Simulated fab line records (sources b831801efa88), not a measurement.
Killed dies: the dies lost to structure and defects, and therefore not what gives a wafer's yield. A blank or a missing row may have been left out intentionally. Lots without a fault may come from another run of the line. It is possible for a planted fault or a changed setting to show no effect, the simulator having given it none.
2 desks, one fault ; flow sfq line ; what lay behind the numbers comes last; until then each desk has only its own

== THE TOOL OWNER'S DESK: pvd sputter-06 ==
The tool's own readings at SFQ_TRILAYER_R5_DEP_SPUTTER_133 (material MoNx, target thk 40 nm, time 66.7 s): means of the sampled wafers that have a number, for each lot that ran on this tool. Any lot whose mean is over 4 standard deviations away from the usual mean is out of limits and marked OUT; that distance is given in the brackets.
Columns: A = cathode dc power W at SFQ_TRILAYER_R5_DEP_SPUTTER_133, usual 1000.0 W; B = throttle valve pct at SFQ_TRILAYER_R5_DEP_SPUTTER_133, usual 29.9 %
lot;first seen here;A;B
L772;day 56 13:01;999.9;30.0
L777;day 57 13:18;1000.1;30.4
L781;day 58 04:39;969.9 (-99 or more) OUT;30.3
L783;day 59 12:22;969.9 (-99 or more) OUT;29.5
This desk finds L781, L783 out of limits, L781 being first, at day 58 04:39 (cathode dc power W at SFQ_TRILAYER_R5_DEP_SPUTTER_133). In limits: L772, L777.

== METROLOGY DESK ==
What the gauges read for every lot (on any tool): the sampled wafers with a number, averaged. Any lot whose mean is over 4 standard deviations away from the usual mean is out of limits and marked OUT; that distance is given in the brackets.
Columns: A = I0_BOW at SFQ_I0_BOW_MEAS_907, usual 0 um; B = R5_MONX_RS at SFQ_R5_RS_MEAS_933, usual 7.03 ohm/sq; C = R5_MONX_THK at SFQ_R5_THK_MEAS_934, usual 39.6 nm
lot;first seen here;A;B;C
L771;day 8 20:34;7;6.92;40.3
L772;day 9 05:51;4;6.95;39.6
L773;day 9 12:44;2;6.92;40.0
L776;day 10 05:50;5;7.04;39.6
L777;day 10 17:52;2;6.97;39.9
L781;day 12 02:51;1;7.23;38.2
L783;day 12 09:52;-6;7.30;37.9
L786;day 12 23:50;-4;7.08;39.3
L787;day 13 04:52;-6;7.07;39.4
L789;day 13 15:40;-1;7.04;39.3
L790;day 13 18:38;6;7.05;39.6
L793;day 14 13:22;2;6.96;40.1
L794;day 14 23:50;1;7.02;39.4
Result from this desk: across the 13 lots, nothing is out of limits.

== TAKEN TOGETHER ==
The tool owner's desk had the chance to raise an alarm at day 58 04:39 on L781, L783.
Nothing out of limits was seen by the metrology desk.
The metrology desk holds a record of L781, L783, inside its limits.
Every lot named ran SFQ_TRILAYER_R5_DEP_SPUTTER_133 on pvd sputter-06.

== WHAT THE SIMULATOR HAD INSERTED ==
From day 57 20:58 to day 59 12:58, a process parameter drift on pvd sputter-06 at SFQ_TRILAYER_R5_DEP_SPUTTER_133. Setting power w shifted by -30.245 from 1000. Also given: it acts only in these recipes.
Lots struck among those shown: L781, L783.
Delay in hours, fault start to first out-of-limits reading, by desk: the tool owner's desk at 8.
